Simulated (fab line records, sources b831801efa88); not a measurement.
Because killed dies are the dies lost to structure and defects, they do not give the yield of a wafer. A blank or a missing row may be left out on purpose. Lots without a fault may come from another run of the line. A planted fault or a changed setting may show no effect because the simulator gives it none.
Chamber matching || flow sky130 || SKY_VIA3_CMP_02 on cmp-02 has 4 sister chambers
The step polishes SiO2. 8 wafers are shown with their chamber, then 12 later ones without.

== EACH WAFER AND ITS CHAMBER ==
{"wafer": "L081.1", "chamber": 1, "motor-current-A (A)": 11.4}
{"wafer": "L084.2", "chamber": 1, "motor-current-A (A)": 12.1}
{"wafer": "L086.1", "chamber": 2, "motor-current-A (A)": 10.5}
{"wafer": "L086.2", "chamber": 3, "motor-current-A (A)": 10.7}
{"wafer": "L086.4", "chamber": 0, "motor-current-A (A)": 12.8}
{"wafer": "L088.1", "chamber": 0, "motor-current-A (A)": 12.7}
{"wafer": "L088.4", "chamber": 3, "motor-current-A (A)": 11.5}
{"wafer": "L088.6", "chamber": 2, "motor-current-A (A)": 10.3}

== WAFERS WHOSE CHAMBER IS MISSING ==
{"wafer": "L090.2", "motor-current-A (A)": 10.0}
{"wafer": "L090.5", "motor-current-A (A)": 11.8}
{"wafer": "L090.6", "motor-current-A (A)": 10.5}
{"wafer": "L091.2", "motor-current-A (A)": 12.2}
{"wafer": "L091.3", "motor-current-A (A)": 11.3}
{"wafer": "L091.4", "motor-current-A (A)": 11.5}
{"wafer": "L093.4", "motor-current-A (A)": 10.9}
{"wafer": "L093.5", "motor-current-A (A)": 13.2}
{"wafer": "L093.6", "motor-current-A (A)": 11.4}
{"wafer": "L097.3", "motor-current-A (A)": 12.6}
{"wafer": "L097.4", "motor-current-A (A)": 11.6}
{"wafer": "L097.5", "motor-current-A (A)": 12.3}

== THE CHAMBER EACH PASSED THROUGH ==
{"wafer": "L090.2", "from the rows above": "can't be placed: 2 or 3", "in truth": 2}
{"wafer": "L090.5", "from the rows above": "can't be placed: 1 or 3", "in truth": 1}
{"wafer": "L090.6", "from the rows above": "can't be placed: 2 or 3", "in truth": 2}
{"wafer": "L091.2", "from the rows above": "can't be placed: 1 or 0 or 3", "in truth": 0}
{"wafer": "L091.3", "from the rows above": "can't be placed: 3 or 1 or 2", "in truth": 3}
{"wafer": "L091.4", "from the rows above": "can't be placed: 1 or 3", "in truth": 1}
{"wafer": "L093.4", "from the rows above": "can't be placed: 3 or 2 or 1", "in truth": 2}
{"wafer": "L093.5", "from the rows above": 0, "in truth": 0}
{"wafer": "L093.6", "from the rows above": "can't be placed: 3 or 1 or 2", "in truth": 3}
{"wafer": "L097.3", "from the rows above": "can't be placed: 0 or 1", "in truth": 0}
{"wafer": "L097.4", "from the rows above": "can't be placed: 1 or 3", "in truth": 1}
{"wafer": "L097.5", "from the rows above": "can't be placed: 0 or 1 or 3", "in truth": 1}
1 of 12 placed correctly. From these rows, 11 cannot be placed; in 11 the true chamber is one of the candidates. Placed wrongly: 0.
How it was worked out, from the rows above alone: a wafer's distance from a chamber is the root of the sum, over the readings, of the square of ((its reading less the chamber's mean) divided by the reading's scatter). The wafer belongs to the nearest chamber; if the next one is less than 2 further off, it can't be placed. A chamber's mean is the mean of its shown wafers. The scatter: the root of (the sum of the squares of (reading less its chamber's mean) over the shown wafers, divided by (wafers less chambers)).
